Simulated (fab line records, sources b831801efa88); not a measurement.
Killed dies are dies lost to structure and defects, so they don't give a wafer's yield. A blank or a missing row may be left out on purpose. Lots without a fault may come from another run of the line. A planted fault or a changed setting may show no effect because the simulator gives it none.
A struck lot beside a sound one | flow sky130 | 14 steps out of a route of 708
Sound: wafers L332.1, L332.4, L332.5. Struck: wafer L336.5. (L336.1 of the same lot was not struck and is left out.) The cause comes at the end.
At each step with rows: each side's tool, then ch and its chambers, then its first start. Under that, the readings that differ: sound wafers | struck wafers | difference of the means | sigmas: that difference in standard deviations of wafers without a fault.
alike: readings whose means differ by less than 2 such deviations, and words and numbers that are the same on both sides. not compared: withheld readings, readings that some wafer has no value for, bounds like >300 that may hide the same value, and numbers for which the record gives no deviation and whose values overlap.
The two part at a step that has a row with sigmas, a row that says differs or no value, or rows on one side only. Numbers that don't overlap but have no deviation are shown without sigmas and don't part them. A reading that every wafer of one side lacks parts them only if that side has two wafers or more.

first, 2 steps without rows for these wafers: SKY_METAL4_PEB_11; SKY_METAL4_DEVELOP_12 (develop time 60 s).
SKY_METAL4_CD_MEAS_13: target cd 300 nm.
  sound on cd_sem-01, day 42 23:14; struck on cd_sem-02, day 44 06:07
  alike: cd_nm
SKY_METAL4_OVL_MEAS_14:
  sound on overlay-02, day 42 23:22; struck on overlay-02, day 44 06:14
  alike: METAL4_OVL
SKY_METAL4_DESCUM_15: chemistry O2, time 8 s.
  sound on rie_metal-01 ch 0,1, day 42 23:24; struck on rie_metal-01 ch 1, day 44 06:17
  alike: drypump_motor_current_A, oes_product_au, rf_fwd_power_W
  not compared: rf_hours_counter_h
SKY_METAL4_ETCH_16: etches BARC in N2/H2, stops on SiO2, time 88.2 s, target depth 60 nm.
  sound on rie_metal-01 ch 0,1, day 42 23:26; struck on rie_metal-01 ch 1, day 44 06:19
  alike: drypump_motor_current_A, oes_product_au, rf_fwd_power_W, throttle_valve_pct
  not compared: rf_hours_counter_h
SKY_METAL4_ETCH_17: etches SiO2 in C4F8/O2/Ar, stops on TiN, time 3.9 s, target depth 15 nm.
  sound on rie_diel-02 ch 1,2, day 42 23:32; struck on rie_diel-02 ch 1, day 44 06:25
  alike: oes_product_au, rf_fwd_power_W
  not compared: rf_hours_counter_h
SKY_METAL4_METAL_ETCH_18: etches the open film in Cl2/BCl3, stops on SiO2, target depth 845 nm, time 183.1 s.
  sound on rie_metal-03 ch 0,1, day 42 23:32; struck on rie_metal-04 ch 0, day 44 06:26
  reading               | sound             | struck | difference | sigmas
  oes_product_au (a.u.) | 0.870 0.870 0.868 | 0.855  | -0.014     | -2
  alike: drypump_motor_current_A, rf_fwd_power_W, throttle_valve_pct
  not compared: rf_hours_counter_h
SKY_METAL4_STRIP_19: strips in O2/N2.
  sound on plasma_asher-03 ch 1, day 42 23:43; struck on plasma_asher-02 ch 1, day 44 06:37
  reading                      | sound          | struck | difference | sigmas
  drypump_motor_current_A (A)  | 6.23 6.19 6.21 | 5.33   | -0.88      | -3
  strip_time_to_endpoint_s (s) | 6.75 6.66 6.45 | 6.42   | -0.20      | -2
  alike: oes_product_au
  not compared: rf_hours_counter_h
then, 3 steps without rows for these wafers: SKY_METAL4_STRIP_20 (strips in post etch residue remover, time 1200 s); SKY_METAL4_CLEAN_21 (cleans in IPA, time 180 s); SKY_METAL4_CLEAN_22 (cleans in O3/DIW).
SKY_VIA4_HDPCVD_00: deposits SiO2, target thk 1750 nm, time 291.7 s.
  sound on hdpcvd-02 ch 0,1,2, day 43 00:19; struck on hdpcvd-02 ch 2, day 44 07:16
  reading                                  | sound             | struck | difference | sigmas
  run_length_s (s)                         | 319.8 319.4 320.0 | 310.7  | -9.0       | -24
  model.SiO2_of_VIA4_HDPCVD_00.thk_nm (nm) | 1750 1746 1757    | 1698   | -53        |
  not compared: susceptor_temp_C
SKY_VIA4_THK_MEAS_01:
  sound on film_metro-01, day 43 00:29; struck on film_metro-01, day 44 07:27
  reading              | sound          | struck | difference | sigmas
  VIA4_HDPCVD_THK (nm) | 1751 1746 1758 | 1698   | -54        | -3

WHERE THEY PART
First at SKY_METAL4_METAL_ETCH_18; last, within this record, at SKY_VIA4_THK_MEAS_01.

WHY: what the simulator had put in
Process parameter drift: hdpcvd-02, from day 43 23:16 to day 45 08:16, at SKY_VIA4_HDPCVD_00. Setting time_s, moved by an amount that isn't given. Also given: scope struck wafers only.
